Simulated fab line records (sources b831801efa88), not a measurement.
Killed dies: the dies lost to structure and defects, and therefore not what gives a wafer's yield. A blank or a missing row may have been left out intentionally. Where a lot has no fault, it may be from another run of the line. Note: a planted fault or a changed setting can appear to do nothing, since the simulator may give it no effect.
Chamber matching || flow gf180mcu || GF_CONTACT_CMP_04 on cmp-02: 4 sister chambers
The step polishes SiO2. 8 wafers are shown with their chamber, then 9 later ones without.

## WAFERS, EACH WITH ITS CHAMBER
{"wafer": "L290.6", "chamber": 2, "motorCurrentA (A)": 13.6, "timeToEndpointS (s)": 121}
{"wafer": "L292.3", "chamber": 1, "motorCurrentA (A)": 13.3, "timeToEndpointS (s)": 109}
{"wafer": "L293.2", "chamber": 1, "motorCurrentA (A)": 13.5, "timeToEndpointS (s)": 105}
{"wafer": "L293.4", "chamber": 3, "motorCurrentA (A)": 12.5, "timeToEndpointS (s)": 115}
{"wafer": "L293.5", "chamber": 0, "motorCurrentA (A)": 12.6, "timeToEndpointS (s)": 106}
{"wafer": "L295.1", "chamber": 3, "motorCurrentA (A)": 12.5, "timeToEndpointS (s)": 106}
{"wafer": "L295.3", "chamber": 0, "motorCurrentA (A)": 13.0, "timeToEndpointS (s)": 109}
{"wafer": "L295.6", "chamber": 2, "motorCurrentA (A)": 12.8, "timeToEndpointS (s)": 109}

## WAFERS WITH NO CHAMBER GIVEN
{"wafer": "L300.2", "motorCurrentA (A)": 13.1, "timeToEndpointS (s)": 115}
{"wafer": "L300.3", "motorCurrentA (A)": 13.1, "timeToEndpointS (s)": 114}
{"wafer": "L300.4", "motorCurrentA (A)": 12.6, "timeToEndpointS (s)": 123}
{"wafer": "L303.1", "motorCurrentA (A)": 13.1, "timeToEndpointS (s)": 109}
{"wafer": "L303.2", "motorCurrentA (A)": 11.9, "timeToEndpointS (s)": 115}
{"wafer": "L303.5", "motorCurrentA (A)": 13.5, "timeToEndpointS (s)": 111}
{"wafer": "L305.4", "motorCurrentA (A)": 12.5, "timeToEndpointS (s)": 114}
{"wafer": "L305.5", "motorCurrentA (A)": 13.3, "timeToEndpointS (s)": 117}
{"wafer": "L305.6", "motorCurrentA (A)": 12.3, "timeToEndpointS (s)": 116}

## WHICH CHAMBER EACH WENT THROUGH
{"wafer": "L300.2", "from the rows above": "can't be placed: 2 or 0 or 1 or 3", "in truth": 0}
{"wafer": "L300.3", "from the rows above": "can't be placed: 2 or 0 or 1 or 3", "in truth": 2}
{"wafer": "L300.4", "from the rows above": "can't be placed: 3 or 2 or 0 or 1", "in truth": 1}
{"wafer": "L303.1", "from the rows above": "can't be placed: 0 or 1 or 2 or 3", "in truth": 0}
{"wafer": "L303.2", "from the rows above": "can't be placed: 3 or 0 or 2", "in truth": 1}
{"wafer": "L303.5", "from the rows above": "can't be placed: 1 or 2 or 0", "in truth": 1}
{"wafer": "L305.4", "from the rows above": "can't be placed: 3 or 0 or 2", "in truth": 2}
{"wafer": "L305.5", "from the rows above": "can't be placed: 2 or 1 or 0", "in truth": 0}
{"wafer": "L305.6", "from the rows above": "can't be placed: 3 or 0 or 2", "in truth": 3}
Correct placement for 0 of the 9. From these rows, 9 cannot be placed; in 8 the true chamber is one of the candidates. Number placed wrongly: 0.
How it was worked out, from the rows above alone: a wafer's distance from a chamber is the root of the sum, over the readings, of the square of ((its reading less the chamber's mean) divided by the reading's scatter). The wafer belongs to the nearest chamber; if the next one is less than 2 further off, it can't be placed. For every chamber, the mean is computed from those of its wafers that are shown. The scatter is the square root of a quotient: the sum, over the shown wafers, of each reading's squared deviation from its chamber's mean, divided by wafers minus chambers.
